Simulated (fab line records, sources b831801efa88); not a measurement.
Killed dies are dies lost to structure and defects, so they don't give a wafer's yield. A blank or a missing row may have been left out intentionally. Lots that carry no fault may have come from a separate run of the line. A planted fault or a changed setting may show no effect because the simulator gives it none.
Which tool did it?	flow gf180mcu	13 lots with 39 wafers sampled at 3 steps, on a route of 602 steps

WHAT THE GAUGES READ, wafer by wafer
GF_MVPSD_TW_MEAS_11. Usual: MVPSD_TW gives 551 (standard deviation 3.2).
lot	measured	on	MVPSD_TW	flag
L215	day 5 00:45	film metro-03	557 559 556	
L216	day 5 04:47	film metro-04	664 662 662	OFF
L217	day 5 14:41	film metro-04	548 552 553	
L218	day 5 18:27	film metro-04	550 551 550	
L219	day 6 02:25	film metro-01	665 665 663	OFF
L224	day 7 13:07	film metro-01	550 548 548	
L229	day 8 13:34	film metro-01	550 546 546	
L230	day 9 00:31	film metro-01	546 549 548	
L233	day 9 13:47	film metro-01	548 547 550	
L235	day 9 23:34	film metro-03	554 552 551	
L236	day 10 04:14	film metro-03	554 554 556	
L237	day 10 09:49	film metro-03	554 551 554	
L238	day 10 17:24	film metro-04	549 553 549	

GF_VT_IMPLANT_RS_MEAS_49: measures by four-point-probe. Usual: MVPSD_RS gives 1169.0 ohm/sq (standard deviation 2.4).
lot	measured	on	MVPSD_RS (ohm/sq)	flag
L215	day 7 15:05	film metro-01	1169.1 1168.1 1171.2	
L216	day 7 18:46	film metro-01	826.1 827.4 824.9	OFF
L217	day 8 06:13	film metro-01	1169.1 1166.5 1171.1	
L218	day 8 10:08	film metro-04	1168.0 1168.2 1170.6	
L219	day 8 17:35	film metro-01	823.9 825.0 824.0	OFF
L224	day 10 07:22	film metro-03	1167.7 1167.9 1168.8	
L229	day 11 11:50	film metro-04	1170.4 1166.6 1163.6	
L230	day 12 01:59	film metro-01	1169.6 1171.4 1171.4	
L233	day 12 16:58	film metro-01	1173.0 1171.6 1172.4	
L235	day 13 03:11	film metro-03	1169.6 1171.7 1168.5	
L236	day 13 07:52	film metro-01	1169.5 1167.8 1169.9	
L237	day 13 14:56	film metro-04	1169.6 1168.3 1171.7	
L238	day 13 23:01	film metro-01	1165.0 1169.7 1164.5	

EACH LOT AND THE TOOL THAT RAN IT (in order: tool; ch and the chambers of the sampled wafers; start)
lot	GF_MVPSD_IMPLANT_08
L215	implanter-01 ch 0, day 5 00:22
L216	implanter-02 ch 0, day 5 04:05
L217	implanter-02 ch 0, day 5 14:19
L218	implanter-04 ch 0, day 5 18:04
L219	implanter-02 ch 0, day 6 01:43
L224	implanter-04 ch 0, day 7 12:43
L229	implanter-01 ch 0, day 8 13:10
L230	implanter-01 ch 0, day 9 00:08
L233	implanter-04 ch 0, day 9 13:25
L235	implanter-04 ch 0, day 9 23:11
L236	implanter-01 ch 0, day 10 03:52
L237	implanter-04 ch 0, day 10 09:26
L238	implanter-04 ch 0, day 10 17:01
- GF_MVPSD_IMPLANT_08

WHAT THE TOOLS THEMSELVES READ (means of the sampled wafers that have a number; where no wafer has one, the mark that the record gives instead)
The record holds no such reading with a usual standard deviation.

THE ANSWER, worked out from the rows above alone
Rule: lot off if the mean of its wafers having a number is beyond 3 standard deviations from the usual mean. A lot without any number at a reading at which 4 lots or more have one is off too. Any other lot the step has rows for is counted as sound. The gauges are gone through in route order, then the tools' own readings, and for those a lot's mean is taken as printed above. The first step at which some lot is off is used, and at that step the reading that is off furthest; a lot without a number counts as furthest.
Off: L216, L219, seen at GF_MVPSD_TW_MEAS_11 (MVPSD_TW).
A tool fits if, at a process step before that reading, it ran every lot that is off, and no sound lot after the first of them. Gauges at GF_MVPSD_TW_MEAS_11: tried the same way as those tools. No candidate that was tried fits.

WHAT THE SIMULATOR HAD PUT IN
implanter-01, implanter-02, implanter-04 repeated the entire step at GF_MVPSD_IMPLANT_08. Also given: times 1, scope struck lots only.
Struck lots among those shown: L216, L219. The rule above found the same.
